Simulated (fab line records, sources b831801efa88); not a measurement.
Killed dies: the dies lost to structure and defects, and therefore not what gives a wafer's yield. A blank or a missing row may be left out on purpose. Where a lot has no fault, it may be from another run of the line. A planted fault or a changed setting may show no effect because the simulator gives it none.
Which tool is to blame? :: flow gf180mcu :: 18 wafers from 6 lots sampled at 4 of the route's 602 steps

WHAT THE GAUGES SHOWED, per wafer
GF_M5_CD_MEAS_07 targets a cd of 280 nm.
lot: L348
measured: day 27 08:46
on: cd_sem-02
cd_nm (nm): 282.9 281.3 282.2

lot: L351
measured: day 28 07:22
on: cd_sem-01
cd_nm (nm): 277.1 277.7 277.7

lot: L353
measured: day 28 18:49
on: cd_sem-01
cd_nm (nm): 279.0 279.5 279.1

lot: L362
measured: day 31 05:14
on: cd_sem-02
cd_nm (nm): 262.1 262.4 261.7

lot: L365
measured: day 32 03:14
on: cd_sem-01
cd_nm (nm): 281.5 281.2 281.0

lot: L367
measured: day 32 16:36
on: cd_sem-01
cd_nm (nm): 281.1 280.5 280.1

EACH LOT AND THE TOOL THAT RAN IT (in order: tool; ch and the chambers of the sampled wafers; start)
lot: L348
GF_V4_CVD_02: pecvd-04 ch 0,1,2, day 24 15:31
GF_MIM_METAL_ETCH_19: rie_metal-01 ch 0,1, day 26 12:31
GF_M5_PEB_05: litho_track-03 ch 0, day 27 08:25

lot: L351
GF_V4_CVD_02: pecvd-04 ch 0,1,2, day 25 14:58
GF_MIM_METAL_ETCH_19: rie_metal-01 ch 0,1, day 27 11:23
GF_M5_PEB_05: litho_track-03 ch 0, day 28 07:01

lot: L353
GF_V4_CVD_02: pecvd-01 ch 1,2, day 26 03:37
GF_MIM_METAL_ETCH_19: rie_metal-02 ch 0, day 27 22:58
GF_M5_PEB_05: litho_track-04 ch 0, day 28 18:28

lot: L362
GF_V4_CVD_02: pecvd-04 ch 0,2, day 28 19:19
GF_MIM_METAL_ETCH_19: rie_metal-03 ch 0,1, day 30 10:53
GF_M5_PEB_05: litho_track-04 ch 0, day 31 04:53

lot: L365
GF_V4_CVD_02: pecvd-02 ch 0,1,2, day 29 19:22
GF_MIM_METAL_ETCH_19: rie_metal-02 ch 0,1, day 31 09:53
GF_M5_PEB_05: litho_track-01 ch 0, day 32 02:55

lot: L367
GF_V4_CVD_02: pecvd-01 ch 0,1, day 30 09:37
GF_MIM_METAL_ETCH_19: rie_metal-03 ch 0,1, day 31 23:58
GF_M5_PEB_05: litho_track-01 ch 0, day 32 16:15
- GF_V4_CVD_02: deposits SiO2 from TEOS, target thk 850 nm, time 94.851 s.
- GF_MIM_METAL_ETCH_19: etches the open film in Cl2/BCl3, stops on Si3N4, target depth 324.5 nm, time 54.1 s.
- GF_M5_PEB_05: peb time 90 s.

THE ANSWER, worked out from the rows above alone
Rule: the lots themselves supply what counts as usual. The widest of any qualifying gaps counts: lots, ordered by their means at a reading, are off when they make up no more than a third of the lots, leave a main group of 4 or more, and stand apart from it by 3 or more times the standard deviation of that group's means. Not used: any main group whose means are identical at the precision the tables above print for the reading. Also off: a lot with no number at a reading for which 4 or more lots have one. Where the step has rows for the other lots, those lots are counted as sound.
Off at GF_M5_CD_MEAS_07 (cd_nm): L362. Main group: mean 280.1 nm, sd 1.6.
A tool fits if, at a process step before that reading, it ran every lot that is off, and no sound lot after the first of them. Gauges at GF_M5_CD_MEAS_07: tried the same way as those tools. Can't be told from this: 3 tools fit, pecvd-04 at GF_V4_CVD_02, litho_track-04 at GF_M5_PEB_05, cd_sem-02 at GF_M5_CD_MEAS_07.

WHAT THE SIMULATOR PUT IN
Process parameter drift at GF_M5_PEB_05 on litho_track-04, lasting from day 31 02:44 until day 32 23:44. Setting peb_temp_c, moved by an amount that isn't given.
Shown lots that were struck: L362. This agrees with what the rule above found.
